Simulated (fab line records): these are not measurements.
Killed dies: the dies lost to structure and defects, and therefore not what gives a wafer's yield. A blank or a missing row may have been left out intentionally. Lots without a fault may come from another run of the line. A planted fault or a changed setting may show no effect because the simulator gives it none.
What tool caused it? + flow gf180mcu + 6 lots, 18 wafers sampled, at 3 steps of a route of 602

WHAT EACH GAUGE READ, for each wafer
GF_V5_THK_MEAS_01.
| lot  | measured     | on           | V5_CVD_00_THK (nm) |
|------|--------------|--------------|--------------------|
| L664 | day 26 15:16 | filmMetro-03 | 295.5 298.9 297.5  |
| L666 | day 27 12:53 | filmMetro-02 | 290.7 294.4 295.4  |
| L669 | day 28 20:25 | filmMetro-02 | 299.4 293.6 294.5  |
| L672 | day 30 02:02 | filmMetro-02 | 295.9 301.7 300.7  |
| L676 | day 31 08:41 | filmMetro-03 | 297.7 297.9 297.8  |
| L683 | day 32 09:58 | filmMetro-01 | 295.0 294.6 298.2  |

TOOL THAT RAN EACH LOT (tool first, then ch and the chambers of the sampled wafers, then the start)
| lot  | GF_MIM_SPUTTER_09           | GF_V5_CVD_00                     |
|------|-----------------------------|----------------------------------|
| L664 | pvdSputter-02, day 24 20:00 | hdpcvd-01 ch 0,1, day 26 15:13   |
| L666 | pvdSputter-04, day 25 18:16 | hdpcvd-01 ch 0,2, day 27 12:50   |
| L669 | pvdSputter-04, day 27 04:32 | hdpcvd-02 ch 0,2, day 28 20:21   |
| L672 | pvdSputter-02, day 28 11:02 | hdpcvd-01 ch 0,1, day 30 01:59   |
| L676 | pvdSputter-01, day 29 20:05 | hdpcvd-01 ch 0,1,2, day 31 08:38 |
| L683 | pvdSputter-04, day 30 23:29 | hdpcvd-02 ch 0,1, day 32 09:55   |
- GF_MIM_SPUTTER_09: material TiN, target thk 35 nm, time 29.2 s.
- GF_V5_CVD_00: deposits SiO2, target thk 300 nm, time 50 s.

THE ANSWER, worked out from the rows above alone
Rule: what is usual is taken from the lots themselves. The widest of any qualifying gaps counts: lots, ordered by their means at a reading, are off when they make up no more than a third of the lots, leave a main group of 4 or more, and stand apart from it by 3 or more times the standard deviation of that group's means. Not used: any main group whose means are identical at the precision the tables above print for the reading. Also off: a lot with no number at a reading for which 4 or more lots have one. Any other lot the step has rows for is counted as sound.
No lot is off on any of the readings shown, so nothing can be concluded from this.

WHAT HAD BEEN PUT IN BY THE SIMULATOR
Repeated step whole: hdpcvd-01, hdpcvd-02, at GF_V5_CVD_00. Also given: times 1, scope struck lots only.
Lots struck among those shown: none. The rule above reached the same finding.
